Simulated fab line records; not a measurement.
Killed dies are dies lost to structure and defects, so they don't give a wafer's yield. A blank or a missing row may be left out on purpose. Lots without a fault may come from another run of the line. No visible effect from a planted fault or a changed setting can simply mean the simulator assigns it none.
Tool commonality check :: flow gf180mcu :: 11 lots, 39 wafers sampled

== THE REASON FOR OPENING IT ==
At GF_PSD_RS_MEAS_14 the reading NSD_RS is flagged on 2 of 11 lots. No-fault wafers: 46.11 ohm/sq, standard deviation 0.081.
Rule: a lot gets a flag if all its wafers with a number sit over 4 standard deviations from that mean, or if no wafer of it has a number. The rest of the lots are taken to be sound.

lot: L180
measured: day 14 13:56
on: film metro-01
NSD_RS (ohm/sq), wafer by wafer: 45.98 45.99 45.97
flag: 

lot: L181
measured: day 14 21:51
on: film metro-01
NSD_RS (ohm/sq), wafer by wafer: 45.93 46.07 46.04
flag: 

lot: L183
measured: day 15 15:40
on: film metro-01
NSD_RS (ohm/sq), wafer by wafer: 46.19 46.14 46.14
flag: 

lot: L185
measured: day 16 15:53
on: film metro-03
NSD_RS (ohm/sq), wafer by wafer: 46.14 46.01 46.03
flag: 

lot: L186
measured: day 16 17:52
on: film metro-03
NSD_RS (ohm/sq), wafer by wafer: 46.13 46.19 46.24
flag: 

lot: L189
measured: day 18 00:37
on: film metro-04
NSD_RS (ohm/sq), wafer by wafer: 47.02 47.03 46.90 46.94 47.00 47.00
flag: FLAGGED

lot: L192
measured: day 19 05:35
on: film metro-01
NSD_RS (ohm/sq), wafer by wafer: 47.12 47.07 47.04 47.12 47.06 47.05
flag: FLAGGED

lot: L197
measured: day 20 16:59
on: film metro-03
NSD_RS (ohm/sq), wafer by wafer: 46.12 46.13 46.09
flag: 

lot: L199
measured: day 21 12:31
on: film metro-03
NSD_RS (ohm/sq), wafer by wafer: 46.00 46.01 45.99
flag: 

lot: L201
measured: day 22 04:10
on: film metro-03
NSD_RS (ohm/sq), wafer by wafer: 46.24 46.16 46.17
flag: 

lot: L202
measured: day 22 14:21
on: film metro-04
NSD_RS (ohm/sq), wafer by wafer: 46.19 46.08 46.09
flag: 
The numbers of the flagged lots are 47.03 ohm/sq on average: +0.92 ohm/sq against the usual, or +11 standard deviations.

== TOOL THAT RAN EACH LOT ==
3 process steps preceding the reading are held in the record, out of 602 steps in the route. Every cell lists first the tool, next ch and the chambers used by the sampled wafers, and last the start.
lot: L180
flag: 
GF_HV_LDD_STRIP_37: plasma asher-02 ch 0,1, day 11 20:47
GF_NSD_IMPLANT_09: implanter-02 ch 0, day 13 15:56
GF_NSD_STRIP_11: plasma asher-03 ch 0,1, day 13 16:14

lot: L181
flag: 
GF_HV_LDD_STRIP_37: plasma asher-01 ch 0,1, day 12 03:20
GF_NSD_IMPLANT_09: implanter-01 ch 0, day 13 23:55
GF_NSD_STRIP_11: plasma asher-03 ch 0,1, day 14 00:13

lot: L183
flag: 
GF_HV_LDD_STRIP_37: plasma asher-03 ch 0, day 12 21:32
GF_NSD_IMPLANT_09: implanter-01 ch 0, day 14 18:38
GF_NSD_STRIP_11: plasma asher-03 ch 0,1, day 14 18:55

lot: L185
flag: 
GF_HV_LDD_STRIP_37: plasma asher-01 ch 0,1, day 13 19:38
GF_NSD_IMPLANT_09: implanter-01 ch 0, day 15 16:50
GF_NSD_STRIP_11: plasma asher-04 ch 0,1, day 15 17:08

lot: L186
flag: 
GF_HV_LDD_STRIP_37: plasma asher-01 ch 0,1, day 13 21:04
GF_NSD_IMPLANT_09: implanter-02 ch 0, day 15 18:41
GF_NSD_STRIP_11: plasma asher-04 ch 0,1, day 15 18:59

lot: L189
flag: FLAGGED
GF_HV_LDD_STRIP_37: plasma asher-01 ch 0,1, day 15 01:43
GF_NSD_IMPLANT_09: implanter-02 ch 0, day 17 00:26
GF_NSD_STRIP_11: plasma asher-04 ch 0,1, day 17 00:43

lot: L192
flag: FLAGGED
GF_HV_LDD_STRIP_37: plasma asher-02 ch 0,1, day 16 03:37
GF_NSD_IMPLANT_09: implanter-02 ch 0, day 18 04:34
GF_NSD_STRIP_11: plasma asher-04 ch 0,1, day 18 04:52

lot: L197
flag: 
GF_HV_LDD_STRIP_37: plasma asher-01 ch 0, day 17 12:59
GF_NSD_IMPLANT_09: implanter-03 ch 0, day 19 16:01
GF_NSD_STRIP_11: plasma asher-03 ch 1, day 19 16:19

lot: L199
flag: 
GF_HV_LDD_STRIP_37: plasma asher-03 ch 1, day 18 07:01
GF_NSD_IMPLANT_09: implanter-01 ch 0, day 20 10:59
GF_NSD_STRIP_11: plasma asher-02 ch 0,1, day 20 11:16

lot: L201
flag: 
GF_HV_LDD_STRIP_37: plasma asher-03 ch 0,1, day 18 23:43
GF_NSD_IMPLANT_09: implanter-03 ch 0, day 21 03:58
GF_NSD_STRIP_11: plasma asher-03 ch 0,1, day 21 04:14

lot: L202
flag: 
GF_HV_LDD_STRIP_37: plasma asher-03 ch 0,1, day 19 09:29
GF_NSD_IMPLANT_09: implanter-02 ch 0, day 21 13:47
GF_NSD_STRIP_11: plasma asher-04 ch 0,1, day 21 14:04
What is done by these steps:
- GF_HV_LDD_STRIP_37: strips in O2/N2.
- GF_NSD_IMPLANT_09
- GF_NSD_STRIP_11: strips in O2/N2.
- GF_PSD_RS_MEAS_14: measures by four-point-probe.

== FLAGGED OVER TOTAL, TOOL BY TOOL (the gauges that took the reading come last) ==
step: GF_HV_LDD_STRIP_37
tool: plasma asher-01
lots run: 5
flagged: 1
share of the flagged lots: some
sound lots run after its first flagged lot: 1 (L197)

step: GF_HV_LDD_STRIP_37
tool: plasma asher-02
lots run: 2
flagged: 1
share of the flagged lots: some
sound lots run after its first flagged lot: 0

step: GF_HV_LDD_STRIP_37
tool: plasma asher-03
lots run: 4
flagged: 0
share of the flagged lots: none
sound lots run after its first flagged lot: -

step: GF_NSD_IMPLANT_09
tool: implanter-01
lots run: 4
flagged: 0
share of the flagged lots: none
sound lots run after its first flagged lot: -

step: GF_NSD_IMPLANT_09
tool: implanter-02
lots run: 5
flagged: 2
share of the flagged lots: all
sound lots run after its first flagged lot: 1 (L202)

step: GF_NSD_IMPLANT_09
tool: implanter-03
lots run: 2
flagged: 0
share of the flagged lots: none
sound lots run after its first flagged lot: -

step: GF_NSD_STRIP_11
tool: plasma asher-02
lots run: 1
flagged: 0
share of the flagged lots: none
sound lots run after its first flagged lot: -

step: GF_NSD_STRIP_11
tool: plasma asher-03
lots run: 5
flagged: 0
share of the flagged lots: none
sound lots run after its first flagged lot: -

step: GF_NSD_STRIP_11
tool: plasma asher-04
lots run: 5
flagged: 2
share of the flagged lots: all
sound lots run after its first flagged lot: 1 (L202)

step: GF_PSD_RS_MEAS_14
tool: film metro-01
lots run: 4
flagged: 1
share of the flagged lots: some
sound lots run after its first flagged lot: 0

step: GF_PSD_RS_MEAS_14
tool: film metro-03
lots run: 5
flagged: 0
share of the flagged lots: none
sound lots run after its first flagged lot: -

step: GF_PSD_RS_MEAS_14
tool: film metro-04
lots run: 2
flagged: 1
share of the flagged lots: some
sound lots run after its first flagged lot: 1 (L202)

== WHAT THE TABLE PERMITS ==
implanter-02 at GF_NSD_IMPLANT_09 and plasma asher-04 at GF_NSD_STRIP_11 are the 2 rows of the table that ran each flagged lot.
- implanter-02 at GF_NSD_IMPLANT_09: 2 of its 5 lots flagged. Sound lots ran on it after the first flagged one (L202), which a lasting fault on the whole tool wouldn't allow. Its own readings lie more than 4 standard deviations out on every wafer of the flagged lots: beam energy keV.
- plasma asher-04 at GF_NSD_STRIP_11: 2 of its 5 lots flagged. Sound lots ran on it after the first flagged one (L202), which a lasting fault on the whole tool wouldn't allow. Its own readings lie more than 4 standard deviations out on every wafer of the flagged lots: strip time to endpoint s.
There is no row in the table that ran each flagged lot and no sound lot after the first.

== WHAT THE SIMULATOR PUT IN ==
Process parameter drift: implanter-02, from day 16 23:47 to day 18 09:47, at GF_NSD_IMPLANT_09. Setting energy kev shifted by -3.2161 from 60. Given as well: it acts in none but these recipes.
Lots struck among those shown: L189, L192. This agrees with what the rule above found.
